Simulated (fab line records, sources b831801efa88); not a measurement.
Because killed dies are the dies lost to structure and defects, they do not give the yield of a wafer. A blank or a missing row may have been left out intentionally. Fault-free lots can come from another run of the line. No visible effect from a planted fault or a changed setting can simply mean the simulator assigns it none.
A struck lot beside a sound one	flow sky130	15 out of 708 route steps
Sound: the wafers L889.3, L889.5, L889.6. Wafers struck: L900.1, L900.2, L900.3. The cause is given at the end.
Each step with rows lists, per side, the tool, then ch with its chambers, then its first start. Under that, the readings that differ: sound wafers	struck wafers	difference of the means	sigmas: that difference in standard deviations of wafers without a fault.
alike: readings with means less than 2 such deviations apart, plus words and numbers identical on both sides. not compared: withheld readings, readings lacking a value on some wafer, bounds such as >300 that could conceal the same value, and numbers that have no deviation in the record and whose values overlap.
Wherever a step has rows on one side only, a row that says differs or no value, or a row with sigmas, the two part there. When numbers do not overlap yet have no deviation, they are printed without sigmas and do not part them. A reading missing from all wafers of one side parts the sides only when that side holds two or more wafers.

first, 3 steps without rows for these wafers: SKY_PASSIVATION_EXPOSE_08 (exposes mask NSM, target cd 3000 nm); SKY_PASSIVATION_PEB_09; SKY_PASSIVATION_DEVELOP_10 (develop time 60 s).
SKY_PASSIVATION_ETCH_11: etches the open film in CF4/O2, stops on AlCu, target depth 725 nm, time 161.1 s.
  sound on rie-diel-01 ch 1,2, day 46 23:17; struck on rie-diel-01 ch 0,1,3, day 49 13:34
reading	sound	struck	difference	sigmas
oes-product-au (a.u.)	0.983 0.988 0.986	0.974 0.969 0.970	-0.015	-2
  alike: bias-w, drypump-motor-current-A, throttle-valve-pct
  not compared: rf-hours-counter-h
SKY_PASSIVATION_STRIP_12: strips in O2/N2.
  sound on plasma-asher-02 ch 0,1, day 46 23:25; struck on plasma-asher-04 ch 0,1, day 49 13:40
  alike: drypump-motor-current-A, oes-product-au, strip-time-to-endpoint-s
  not compared: rf-hours-counter-h
then, 7 steps without rows for these wafers: SKY_PAD_OPEN_DEHYDRATE_00 (time 60 s); SKY_PAD_OPEN_HMDS_01 (prime time 60 s); SKY_PAD_OPEN_COAT_02 (resist thk 3000 nm); SKY_PAD_OPEN_SOFTBAKE_03; SKY_PAD_OPEN_EXPOSE_04 (exposes mask PDM, target cd 60000 nm); SKY_PAD_OPEN_PEB_05; SKY_PAD_OPEN_DEVELOP_06 (develop time 60 s).
SKY_PAD_OPEN_ETCH_07: etches the open film in CF4/O2, stops on AlCu, target depth 725 nm, time 161.1 s.
  sound on rie-diel-04 ch 0,1,2, day 47 18:32; struck on rie-diel-02 ch 0,1,3, day 50 05:26
reading	sound	struck	difference	sigmas
bias-w (W)	150.1 150.2 149.4	161.7 161.3 162.6	+12.0	+27
  alike: drypump-motor-current-A, oes-product-au, throttle-valve-pct
  not compared: rf-hours-counter-h
SKY_PAD_OPEN_STRIP_08: strips in O2/N2.
  sound on plasma-asher-01 ch 0,1, day 47 18:41; struck on plasma-asher-01 ch 0,1, day 50 05:33
  alike: drypump-motor-current-A, oes-product-au
  not compared: rf-hours-counter-h
SKY_PAD_OPEN_PROBE_99:
  rows exist in the record for the struck wafers here (prober-02, day 50 07:51), but not for the sound ones

WHERE THEY PART
First at SKY_PASSIVATION_ETCH_11; last, within this record, at SKY_PAD_OPEN_PROBE_99.

WHY: whatever the simulator had introduced
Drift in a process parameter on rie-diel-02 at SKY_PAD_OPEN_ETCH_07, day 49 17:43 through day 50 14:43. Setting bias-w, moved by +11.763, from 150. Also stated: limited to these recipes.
